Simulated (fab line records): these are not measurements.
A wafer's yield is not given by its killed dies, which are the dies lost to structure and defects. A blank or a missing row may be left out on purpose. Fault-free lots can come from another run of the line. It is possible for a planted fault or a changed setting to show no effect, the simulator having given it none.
Chamber matching :: flow sky130 :: SKY_VIA1_CMP_24 on cmp-01: 4 sister chambers
The step polishes, stops on SiO2, t overpolish 15 s, target thk 0 nm. 4 wafers are shown with their chamber, then 12 later ones without.

== EACH WAFER AND ITS CHAMBER ==
wafer: L465.5
chamber: 1
motor-current-A (A): 10.0

wafer: L465.6
chamber: 2
motor-current-A (A): 11.5

wafer: L466.3
chamber: 3
motor-current-A (A): 11.6

wafer: L466.6
chamber: 0
motor-current-A (A): 11.7

== WAFERS MISSING THEIR CHAMBER ==
wafer: L467.2
motor-current-A (A): 11.7

wafer: L467.5
motor-current-A (A): 10.0

wafer: L467.6
motor-current-A (A): 11.1

wafer: L469.1
motor-current-A (A): 11.4

wafer: L469.4
motor-current-A (A): 11.3

wafer: L469.6
motor-current-A (A): 11.1

wafer: L470.2
motor-current-A (A): 9.9

wafer: L470.3
motor-current-A (A): 12.3

wafer: L470.6
motor-current-A (A): 11.6

wafer: L471.1
motor-current-A (A): 11.0

wafer: L471.2
motor-current-A (A): 11.9

wafer: L471.3
motor-current-A (A): 9.4

== WHICH CHAMBER EACH ONE RAN IN ==
wafer: L467.2
from the rows above: can't be placed: 0 or 3 or 2
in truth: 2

wafer: L467.5
from the rows above: 1
in truth: 1

wafer: L467.6
from the rows above: can't be placed: 2 or 3 or 0
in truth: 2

wafer: L469.1
from the rows above: can't be placed: 2 or 3 or 0
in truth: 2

wafer: L469.4
from the rows above: can't be placed: 2 or 3 or 0
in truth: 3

wafer: L469.6
from the rows above: can't be placed: 2 or 3 or 0
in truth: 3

wafer: L470.2
from the rows above: 1
in truth: 1

wafer: L470.3
from the rows above: can't be placed: 0 or 3 or 2
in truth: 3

wafer: L470.6
from the rows above: can't be placed: 3 or 0 or 2
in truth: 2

wafer: L471.1
from the rows above: can't be placed: 2 or 3 or 0 or 1
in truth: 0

wafer: L471.2
from the rows above: can't be placed: 0 or 3 or 2
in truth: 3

wafer: L471.3
from the rows above: 1
in truth: 1
Correctly placed: 3 of 12. Unplaceable from these rows: 9, with the true chamber sitting among the candidates in 9. Number placed wrongly: 0.
How it was worked out, from the rows above alone: a wafer's distance from a chamber is the root of the sum, over the readings, of the square of ((its reading less the chamber's mean) divided by the reading's scatter). The wafer belongs to the nearest chamber; if the next one is less than 2 further off, it can't be placed. Each chamber's mean is taken over the wafers shown for it. The scatter (one wafer shown for each chamber): square how far every hidden wafer sits from the nearest shown wafer, average those squares and take the square root.
